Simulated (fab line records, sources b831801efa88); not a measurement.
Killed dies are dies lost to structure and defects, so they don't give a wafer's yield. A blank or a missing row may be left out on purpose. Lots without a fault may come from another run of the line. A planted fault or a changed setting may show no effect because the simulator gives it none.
Chamber matching | flow gf180mcu | GF_V3_CVD_00 on hdpcvd-02: 3 sister chambers
The step deposits SiO2, target thk 600 nm, time 100 s. 6 wafers are shown with their chamber, then 9 later ones without.

WAFERS WITH THEIR CHAMBER
wafer  | chamber | run_length_s (s) | pressure_mtorr (mTorr)
L991.2 | 1       | 127.4            | 6.000
L989.1 | 0       | 128.5            | 5.993
L989.6 | 2       | 127.7            | 6.001
L104.1 | 2       | 128.1            | 6.015
L104.2 | 1       | 127.7            | 6.018
L104.4 | 0       | 128.5            | 6.016

WAFERS WITHOUT THEIR CHAMBER
wafer  | run_length_s (s) | pressure_mtorr (mTorr)
L106.1 | 128.3            | 5.988
L106.3 | 128.1            | 5.999
L106.4 | 127.6            | 6.016
L107.1 | 127.6            | 6.026
L107.3 | 127.5            | 6.018
L107.6 | 127.7            | 5.998
L101.1 | 128.3            | 5.989
L101.4 | 127.6            | 6.003
L101.6 | 127.8            | 5.999

WHICH CHAMBER EACH WENT THROUGH
wafer  | from the rows above          | in truth
L106.1 | can't be placed: 0 or 2      | 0
L106.3 | can't be placed: 2 or 0 or 1 | 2
L106.4 | can't be placed: 1 or 2      | 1
L107.1 | can't be placed: 1 or 2      | 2
L107.3 | can't be placed: 1 or 2      | 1
L107.6 | can't be placed: 1 or 2      | 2
L101.1 | can't be placed: 0 or 2      | 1
L101.4 | can't be placed: 1 or 2      | 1
L101.6 | can't be placed: 2 or 1      | 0
Placed correctly: 0 of 9. Can't be placed from these rows: 9 (the true chamber is among the candidates in 7). Placed wrongly: 0.
How it was worked out, from the rows above alone: a wafer's distance from a chamber is the root of the sum, over the readings, of the square of ((its reading less the chamber's mean) divided by the reading's scatter). The wafer belongs to the nearest chamber; if the next one is less than 2 further off, it can't be placed. A chamber's mean is the mean of its shown wafers. The scatter: the root of (the sum of the squares of (reading less its chamber's mean) over the shown wafers, divided by (wafers less chambers)).
